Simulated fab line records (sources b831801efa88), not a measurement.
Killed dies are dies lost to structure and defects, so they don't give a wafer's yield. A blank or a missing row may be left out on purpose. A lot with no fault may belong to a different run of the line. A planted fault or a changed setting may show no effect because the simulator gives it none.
fab line records | flow sky130
record: lots: 6 wafers: 18 last_day: 50
route steps=708 shown SONOS_ONO@172 PAD_OPEN@708
lots that met no fault: taken from a fault-free run of the same line
start_h: start of the lot's first displayed wafer, in hours after the record's first day | wait_h: hours elapsed since this lot's preceding step | " as in the row above | L1.1+2: several wafers, shown together as one row | - value missing, or start not given | * or withheld: withheld | < > ~ a bound
route shown NAME@n: a module of which the file shows steps, and the number in the route of the first | usual: mean/standard deviation taken from wafers without a fault | same: alike in all rows | chamber/n: place in a boat | sites: per-site readings | _std_site: their standard deviation | _edge_site: the outer-site mean with the inner-site mean subtracted | radius_mm: how far each site lies from the wafer's centre | mask NAME#n: copy n | behind: the last tool/chamber to shape the wafer | hold: the reason the lot was held/the length of the hold in hours/how it ended | device: which transistor (n, p or np) failed to switch | end of line: the same wafers' tests at the end of the route | where a step has no rows: the recipe by itself | killed: dies that structure and defects cost at the first sort, which is not the same as the wafer's yield | map: a wafer's dies, marking killed ones x, the rest . and places with no die _
set.NAME: the setting that was run; set.NAME@STEP: the one run at that earlier step | model.NAME: the simulator's own value behind a step, which no gauge read
lots seen at some steps along the route; tables by step, rows by wafer
services: a tool's chamber out of use, with start hour (start_h, from the record's first day; less than 0 if before it), hours out, and reason
== steps ==
step: SKY_SONOS_ONO_CVD_04
recipe: material: SiO2 precursor: SiH4/N2O target_thk_nm: 5.7199 temp_c: 900 pressure_mtorr: 400
step: SKY_SONOS_ONO_THK_MEAS_05
recipe: reads: SiO2_of_SONOS_ONO_CVD_04
usual: SONOS_ONO_CVD_04_THK: 5.69/0.12
columns lot.wafer tool chamber start_h wait_h SONOS_ONO_CVD_04_THK[nm]
L158.1 film_metro-03 - 290.47 0.0 5.80
L158.3 " - " " 5.78
L158.5 " - " " 5.82
L160.1 film_metro-03 - 305.02 0.0 5.69
L160.2 " - " " 5.84
L160.3 " - " " 5.73
L164.3 film_metro-03 - 344.48 0.0 5.79
L164.5 " - " " 5.71
L164.6 " - " " 5.90
L165.2 film_metro-02 - 349.87 0.0 5.61
L165.5 " - " " 5.62
L165.6 " - " " 5.63
L174.1 film_metro-02 - 432.49 0.0 5.91
L174.2 " - " " 5.91
L174.5 " - " " 5.86
L175.1 film_metro-04 - 432.49 0.0 5.86
L175.3 " - " " 5.82
L175.6 " - " " 5.88
step: SKY_SONOS_ONO_DEHYDRATE_06
recipe: temp_c: 200 time_s: 60
step: SKY_SONOS_ONO_HMDS_07
recipe: prime_time_s: 60 prime_temp_c: 120
step: SKY_SONOS_ONO_COAT_08
recipe: resist: NOVOLAK spin_rpm: 3000 resist_thk_nm: 1140
step: SKY_SONOS_ONO_SOFTBAKE_09
recipe: temp_c: 90 time_s: 60 resist: NOVOLAK
step: SKY_SONOS_ONO_EXPOSE_10
recipe: mask_id: ONOM target_cd_nm: 410 na: 0.6 source_shape: conventional sigma_outer: 0.6 dose_mj: 150
step: SKY_SONOS_ONO_PEB_11
recipe: temp_c: withheld time_s: * resist: NOVOLAK
step: SKY_SONOS_ONO_DEVELOP_12
recipe: develop_time_s: 60 dev_temp_c: 23
step: SKY_SONOS_ONO_CD_MEAS_13
recipe: target_cd_nm: 410
usual: cd_nm: 410.0/1.9
columns lot.wafer tool chamber start_h wait_h cd_nm
L158.1 cd_sem-02 - 316.10 0.1 411.1
L158.3 " - " " 411.1
L158.5 " - " " 409.4
L160.1 cd_sem-01 - 330.90 0.1 410.9
L160.2 " - " " 407.9
L160.3 " - " " 410.0
L164.3 cd_sem-02 - 372.04 0.1 412.1
L164.5 " - " " 411.7
L164.6 " - " " 411.4
L165.2 cd_sem-02 - 377.72 0.1 409.3
L165.5 " - " " 409.3
L165.6 " - " " 408.7
L175.1 cd_sem-02 - 464.25 0.1 409.7
L175.3 " - " " 409.7
L175.6 " - " " 408.6
L174.1 cd_sem-02 - 464.80 0.1 409.8
L174.2 " - " " 409.8
L174.5 " - " " 410.9
step: SKY_SONOS_ONO_OVL_MEAS_14
usual: SONOS_ONO_OVL: -0.6/1.4
columns lot.wafer tool chamber start_h wait_h SONOS_ONO_OVL[nm]
L158.1 overlay-01 - 316.22 0.1 -0.4
L158.3 " - " " -0.4
L158.5 " - " " 0.3
L160.1 overlay-01 - 331.02 0.1 -1.9
L160.2 " - " " -1.4
L160.3 " - " " -2.7
L164.3 overlay-01 - 372.13 0.1 -1.3
L164.5 " - " " -0.3
L164.6 " - " " 0.0
L165.2 overlay-01 - 377.82 0.1 1.5
L165.5 " - " " 1.1
L165.6 " - " " 1.9
L175.1 overlay-02 - 464.37 0.1 -2.7
L175.3 " - " " -1.8
L175.6 " - " " -1.5
L174.1 overlay-02 - 464.92 0.1 -1.4
L174.2 " - " " -0.5
L174.5 " - " " -1.5
step: SKY_SONOS_ONO_ETCH_15
recipe: target_depth_nm: 19.52 chemistry: CHF3/O2 source_w: 600 bias_w: 200 pressure_mtorr: 40 chf3_flow_sccm: 50 O2_flow_sccm: 5 time_s: 7.8
usual: O2_flow_sccm: 5.001/0.015 bias_w: 199.9/0.54 drypump_motor_current_A: 5.4/0.36 oes_product_au: 0.999/0.014 throttle_valve_pct: 8.826/0.0091
columns lot.wafer tool chamber start_h wait_h O2_flow_sccm bias_w drypump_motor_current_A oes_product_au rf_hours_counter_h throttle_valve_pct
L158.1 rie_diel-04 1 316.26 0.0 5.000 199.8 5.6 0.994 84 8.835
L158.3 " 3 " " 5.023 200.1 5.1 1.011 111 8.847
L158.5 " 3 " " 5.005 200.2 5.1 1.007 - 8.838
L160.1 rie_diel-04 3 331.06 0.0 4.979 199.7 5.1 1.002 111 8.825
L160.2 " 2 " " 5.031 199.9 6.2 1.013 109 8.820
L160.3 " 1 " " 5.020 200.0 5.6 0.999 84 8.825
L164.3 rie_diel-03 1 372.15 0.0 5.014 200.3 5.0 0.993 0 8.831
L164.5 " 2 " " 5.006 199.5 5.3 0.990 - 8.820
L164.6 " 3 " " 4.983 201.4 5.9 0.994 - 8.834
L165.2 rie_diel-03 3 377.85 0.0 5.015 199.0 5.9 1.001 3 8.823
L165.5 " 0 " " 5.001 199.8 5.2 0.977 - 8.817
L165.6 " 3 " " 4.996 199.8 5.9 1.000 - 8.823
L175.1 rie_diel-02 2 464.41 0.0 4.987 200.1 5.7 1.004 32 8.849
L175.3 " 1 " " 5.008 200.6 5.4 0.992 74 8.822
L175.6 " 0 " " 5.034 199.9 5.3 1.015 - 8.829
L174.1 rie_diel-02 1 464.96 0.0 4.985 199.5 5.4 0.970 74 8.818
L174.2 " 2 " " 4.995 200.7 5.7 1.007 32 8.837
L174.5 " 3 " " 4.989 200.7 4.8 1.032 - 8.826
step: SKY_SONOS_ONO_WET_ETCH_16
recipe: chemistry: dHF target_depth_nm: 14 dry: n2_spin target: SiO2 dilution: 100:1 temp_c: 25 time_s: 280
usual: bath_heat_duty_pct: 6.1/0.65 run_length_s: 306/3.2
columns lot.wafer tool chamber start_h wait_h bath_heat_duty_pct run_length_s model.SiO2_of_FIELD_ISO_CVD_24.thk_nm model.SiO2_of_NWELL_OXIDATION_01.thk_nm
L158.1 wet_bench-04 3 316.28 0.0 8.3 305 383.8 0
L158.3 " 3 " " 7.4 305 386.5 0
L158.5 " 3 " " 6.4 305 386.1 0
L160.1 wet_bench-04 2 331.08 0.0 6.5 303 383.7 0
L160.2 " 2 " " 6.5 303 381.9 0
L160.3 " 2 " " 6.6 303 382.5 0
L164.3 wet_bench-03 0 372.17 0.0 - - 399.3 5.231
L164.5 " 0 " " - - 400.3 5.278
L164.6 " 0 " " - - 398.4 5.149
L165.2 wet_bench-04 2 377.87 0.0 - - 399.4 5.323
L165.5 " 2 " " - - 398.6 5.34
L165.6 " 2 " " - - 397.9 5.206
L175.1 wet_bench-01 0 464.43 0.0 5.7 304 384.5 0
L175.3 " 0 " " 5.6 304 383.8 0
L175.6 " 0 " " 6.4 304 381.9 0
L174.1 wet_bench-01 3 464.98 0.0 6.4 305 386 0
L174.2 " 3 " " 6.1 305 382.6 0
L174.5 " 3 " " 5.6 305 383.3 0
step: SKY_SONOS_ONO_STRIP_17
recipe: chemistry: O2/N2 power_w: 1400 pressure_mtorr: 1500 platen_temp_c: withheld o2_flow_sccm: 3000 n2_flow_sccm: 300 overash_fraction: 0.5
usual: drypump_motor_current_A: 5.4/0.35 oes_product_au: 0.710/0.0041 strip_time_to_endpoint_s: 14.09/0.041
columns lot.wafer tool chamber start_h wait_h drypump_motor_current_A oes_product_au rf_hours_counter_h strip_time_to_endpoint_s
L158.1 plasma_asher-01 0 316.36 0.0 5.5 0.705 49 14.10
L158.3 " 0 " " 5.6 0.711 - 14.14
L158.5 " 0 " " 5.6 0.708 - 14.08
L160.1 plasma_asher-03 1 331.17 0.0 5.2 0.704 64 14.07
L160.2 " 0 " " 5.7 0.711 64 14.04
L160.3 " 1 " " 5.1 0.714 - 14.06
L164.3 plasma_asher-01 1 372.29 0.0 4.9 0.706 - 14.11
L164.5 " 0 " " 5.6 0.707 - 14.14
L164.6 " 1 " " 4.9 0.715 - 14.10
L165.2 plasma_asher-03 0 377.96 0.0 5.7 0.706 69 14.09
L165.5 " 0 " " 5.7 0.711 - 14.06
L165.6 " 1 " " 5.2 0.701 - 14.12
L175.1 plasma_asher-01 0 464.51 0.0 5.6 0.712 68 14.16
L175.3 " 1 " " 4.9 0.708 - 14.14
L175.6 " 0 " " 5.6 0.708 - 14.15
L174.1 plasma_asher-01 1 465.07 0.0 4.9 0.712 68 14.02
L174.2 " 0 " " 5.6 0.707 68 14.03
L174.5 " 1 " " 4.9 0.714 - 14.02
step: SKY_SONOS_ONO_WET_ETCH_18
recipe: chemistry: H3PO4 target_depth_nm: 15 target: Si3N4 temp_c: 160 time_s: 172
usual: bath_guard_temp_C: 160.1/0.76 bath_heat_duty_pct: 26.6/2.4
columns lot.wafer tool chamber start_h wait_h bath_guard_temp_C bath_heat_duty_pct model.SiO2_of_FIELD_ISO_CVD_24.thk_nm
L158.1 wet_bench-03 0 316.46 0.1 159.8 25.1 383.7
L158.3 " 0 " " 160.6 24.8 386.4
L158.5 " 0 " " 160.1 23.6 385.9
L160.1 wet_bench-03 2 331.27 0.1 158.3 26.0 383.5
L160.2 " 2 " " 158.3 22.8 381.7
L160.3 " 2 " " 158.7 24.3 382.4
L164.3 wet_bench-04 1 372.36 0.0 159.5 25.2 399.2
L164.5 " 1 " " 160.0 25.8 400.1
L164.6 " 1 " " 160.3 23.7 398.3
L165.2 wet_bench-03 1 378.06 0.1 160.2 23.2 399.3
L165.5 " 1 " " 160.3 24.2 398.4
L165.6 " 1 " " 160.2 23.6 397.8
L175.1 wet_bench-04 0 464.61 0.1 160.5 27.3 384.4
L175.3 " 0 " " 160.7 29.9 383.7
L175.6 " 0 " " 160.8 29.0 381.7
L174.1 wet_bench-03 2 465.17 0.1 158.7 25.5 385.8
L174.2 " 2 " " 158.7 22.8 382.5
L174.5 " 2 " " 158.9 24.3 383.2
step: SKY_PAD_OPEN_PROBE_99
usual: killed_at_M0_to_M3: 44/7.1 killed_at_M4_up: 3.1/1.8 killed_at_contacts: 24/5.3 killed_at_front_end: 15/4.5 killed_at_other: 0.2/0.42 killed_dies: 86/9.6 killed_on_rim: 17/4 killed_open: 46/6.9 killed_short: 40/6.4
same: gross_dies: 492 killed_at_back_side: 0
columns lot.wafer tool chamber start_h wait_h killed_at_M0_to_M3 killed_at_M4_up killed_at_contacts killed_at_front_end killed_at_other killed_dies killed_on_rim killed_open killed_short
L164.3 prober-02 - 1142.34 0.2 52 1 29 410 0 492 96 52 44
L164.5 prober-02 - 1142.44 0.2 40 2 23 427 0 492 96 49 31
L164.6 prober-02 - 1142.49 0.2 43 1 28 419 1 492 96 41 41
L165.2 prober-01 - 1142.37 0.1 41 1 21 429 0 492 96 41 39
L165.5 prober-01 - 1142.52 0.2 39 3 31 419 0 492 96 41 37
L165.6 prober-01 - 1142.57 0.2 47 4 28 413 0 492 96 49 38
L175.1 prober-02 - 1196.92 0.1 45 4 25 21 0 95 16 45 50
L175.3 prober-02 - 1197.02 0.2 49 3 29 8 1 90 17 47 43
L175.6 prober-02 - 1197.17 0.2 53 3 18 25 0 99 24 53 46
killed by level:class
L164.3 SONOS_ONO:area_etch=396 LI_CONTACT:geometric_particle:open=11 VIA2:geometric_particle:open=10 VIA1:geometric_particle:open=9 VIA3:geometric_particle:open=8 CONTACT:geometric_particle:open=7 VIA2:geometric_particle:short=7 CONTACT:geometric_particle:short=6
L165.2 SONOS_ONO:area_etch=412 VIA2:geometric_particle:open=8 VIA1:geometric_particle:open=7 VIA3:geometric_particle:short=6 VIA3:geometric_particle:open=5 CONTACT:geometric_particle:open=5 METAL2:geometric_particle:short=5 FIELD_ISO:geometric_particle:open=4
L164.5 SONOS_ONO:area_etch=412 VIA3:geometric_particle:open=8 VIA2:geometric_particle:open=8 CONTACT:geometric_particle:open=7 LI_CONTACT:geometric_particle:open=6 VIA1:geometric_particle:open=6 CONTACT:geometric_particle:short=4 VIA1:geometric_particle:short=4
L164.6 SONOS_ONO:area_etch=410 VIA1:geometric_particle:open=10 LI_CONTACT:geometric_particle:open=7 LOCAL_INTERCONNECT:geometric_particle:short=6 VIA2:geometric_particle:open=6 CONTACT:geometric_particle:short=5 CONTACT:geometric_particle:open=5 VIA1:geometric_particle:short=5
L165.5 SONOS_ONO:area_etch=414 LI_CONTACT:geometric_particle:open=11 CONTACT:geometric_particle:open=7 VIA1:geometric_particle:open=7 LOCAL_INTERCONNECT:geometric_particle:short=6 VIA2:geometric_particle:open=6 CONTACT:geometric_particle:short=5 VIA1:geometric_particle:short=5
L165.6 SONOS_ONO:area_etch=405 CONTACT:geometric_particle:open=12 VIA2:geometric_particle:open=9 VIA1:geometric_particle:open=8 LI_CONTACT:geometric_particle:open=6 LOCAL_INTERCONNECT:geometric_particle:short=6 METAL2:geometric_particle:short=6 METAL1:geometric_particle:short=5
L175.1 VIA1:geometric_particle:open=10 VIA2:geometric_particle:open=9 CONTACT:geometric_particle:short=7 FIELD_ISO:geometric_particle:short=6 LI_CONTACT:geometric_particle:open=6 CONTACT:geometric_particle:open=6 METAL1:geometric_particle:short=6 POLY_GATE:geometric_particle:open=5
L175.3 LI_CONTACT:geometric_particle:open=10 METAL1:geometric_particle:short=8 CONTACT:geometric_particle:open=7 VIA2:geometric_particle:open=7 LOCAL_INTERCONNECT:geometric_particle:short=6 METAL2:geometric_particle:short=6 VIA3:geometric_particle:open=6 VIA1:geometric_particle:short=5
L175.6 VIA1:geometric_particle:open=14 VIA2:geometric_particle:open=10 VIA3:geometric_particle:open=8 FIELD_ISO:geometric_particle:short=6 LOCAL_INTERCONNECT:geometric_particle:short=6 CONTACT:geometric_particle:short=5 POLY_GATE:geometric_particle:short=4 SPACER:geometric_particle:short=4
map L164.3 (x killed, . not)
__________xxxxxxxxxx_________
________xxxxxxxxxxxxxx_______
______xxxxxxxxxxxxxxxxxx_____
_____xxxxxxxxxxxxxxxxxxxx____
____xxxxxxxxxxxxxxxxxxxxxx___
___xxxxxxxxxxxxxxxxxxxxxxxx__
__xxxxxxxxxxxxxxxxxxxxxxxxxx_
_xxxxxxxxxxxxxxxxxxxxxxxxxxxx
_xxxxxxxxxxxxxxxxxxxxxxxxxxxx
_xxxxxxxxxxxxxxxxxxxxxxxxxxxx
_xxxxxxxxxxxxxxxxxxxxxxxxxxxx
_xxxxxxxxxxxxxxxxxxxxxxxxxxxx
_xxxxxxxxxxxxxxxxxxxxxxxxxxxx
_xxxxxxxxxxxxxxxxxxxxxxxxxxxx
_xxxxxxxxxxxxxxxxxxxxxxxxxxxx
__xxxxxxxxxxxxxxxxxxxxxxxxxx_
___xxxxxxxxxxxxxxxxxxxxxxxx__
____xxxxxxxxxxxxxxxxxxxxxx___
_____xxxxxxxxxxxxxxxxxxxx____
______xxxxxxxxxxxxxxxxxx_____
________xxxxxxxxxxxxxx_______
__________xxxxxxxxxx_________
map L165.2 (x killed, . not)
__________xxxxxxxxxx_________
________xxxxxxxxxxxxxx_______
______xxxxxxxxxxxxxxxxxx_____
_____xxxxxxxxxxxxxxxxxxxx____
____xxxxxxxxxxxxxxxxxxxxxx___
___xxxxxxxxxxxxxxxxxxxxxxxx__
__xxxxxxxxxxxxxxxxxxxxxxxxxx_
_xxxxxxxxxxxxxxxxxxxxxxxxxxxx
_xxxxxxxxxxxxxxxxxxxxxxxxxxxx
_xxxxxxxxxxxxxxxxxxxxxxxxxxxx
_xxxxxxxxxxxxxxxxxxxxxxxxxxxx
_xxxxxxxxxxxxxxxxxxxxxxxxxxxx
_xxxxxxxxxxxxxxxxxxxxxxxxxxxx
_xxxxxxxxxxxxxxxxxxxxxxxxxxxx
_xxxxxxxxxxxxxxxxxxxxxxxxxxxx
__xxxxxxxxxxxxxxxxxxxxxxxxxx_
___xxxxxxxxxxxxxxxxxxxxxxxx__
____xxxxxxxxxxxxxxxxxxxxxx___
_____xxxxxxxxxxxxxxxxxxxx____
______xxxxxxxxxxxxxxxxxx_____
________xxxxxxxxxxxxxx_______
__________xxxxxxxxxx_________
== services ==
columns tool chamber start_h hours kind
wet_bench-01 - 295.48 0.6 repair
rie_diel-03 1 322.60 - clean
rie_diel-03 1 322.60 23.0 scheduled_down
rie_diel-03 1 322.60 23.0 vent_cycle
rie_diel-04 1 324.23 3.7 repair
rie_diel-02 3 324.50 4.1 repair
rie_diel-04 3 327.31 2.7 repair
plasma_asher-03 - 336.85 2.8 pm
rie_diel-04 0 360.04 - clean
rie_diel-04 0 360.04 22.3 scheduled_down
rie_diel-04 0 360.04 22.3 vent_cycle
plasma_asher-03 - 361.41 4.1 repair
rie_diel-03 - 371.55 0.2 repair
rie_diel-02 2 371.96 5.3 repair
rie_diel-04 2 385.22 18.3 repair
rie_diel-04 3 403.48 - clean
rie_diel-04 3 403.48 12.5 scheduled_down
rie_diel-04 3 403.48 12.5 vent_cycle
rie_diel-04 2 415.95 - clean
rie_diel-04 2 415.95 19.1 scheduled_down
plasma_asher-03 - 416.79 6.5 repair
rie_diel-04 1 452.11 3.6 repair
rie_diel-02 - 461.99 0.6 repair
rie_diel-04 - 462.89 2.8 pm
== key ==
first_sign: step: SKY_SONOS_ONO_WET_ETCH_16 reading: tool_record direction: missing
effect: step: SKY_PAD_OPEN_PROBE_99 reading: killed_at_front_end direction: up sigmas: 90 usual: 15 struck: 420
model_effect: step: SKY_SONOS_ONO_WET_ETCH_16 value: SiO2_of_FIELD_ISO_CVD_24.thk_nm without: 383.5 struck: 399
model_effect: step: SKY_SONOS_ONO_WET_ETCH_18 value: SiO2_of_FIELD_ISO_CVD_24.thk_nm without: 383.3 struck: 398.8
more_kills_born_at: SKY_SONOS_ONO_WET_ETCH_16@wet_bench-04: 1231 SKY_SONOS_ONO_WET_ETCH_16@wet_bench-03: 1218
met_at SKY_SONOS_ONO_WET_ETCH_16
struck_wafers L164.3,L164.5,L164.6,L165.2,L165.5,L165.6
later_rows_left_out L164.3,L164.5,L164.6,L165.2,L165.5,L165.6
tester_left_out L164,L165
onset_between 331.08 372.17
fault: kind: skipped_step_whole tool: wet_bench-03,wet_bench-04 chamber: - onset_h: 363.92 steps: SKY_SONOS_ONO_WET_ETCH_16 scope: struck_lots_only
tester_left_out: of these lots the tester's yield and bins aren't shown, on N5 and GAA mostly nor the transistor test; their killed dies are dies lost to structure and defects alone, not to doping, threshold or leakage, so they don't give the yield
later_rows_left_out: the simulator's readings of these wafers behind a module that went badly wrong aren't trusted and aren't shown, but for the sort
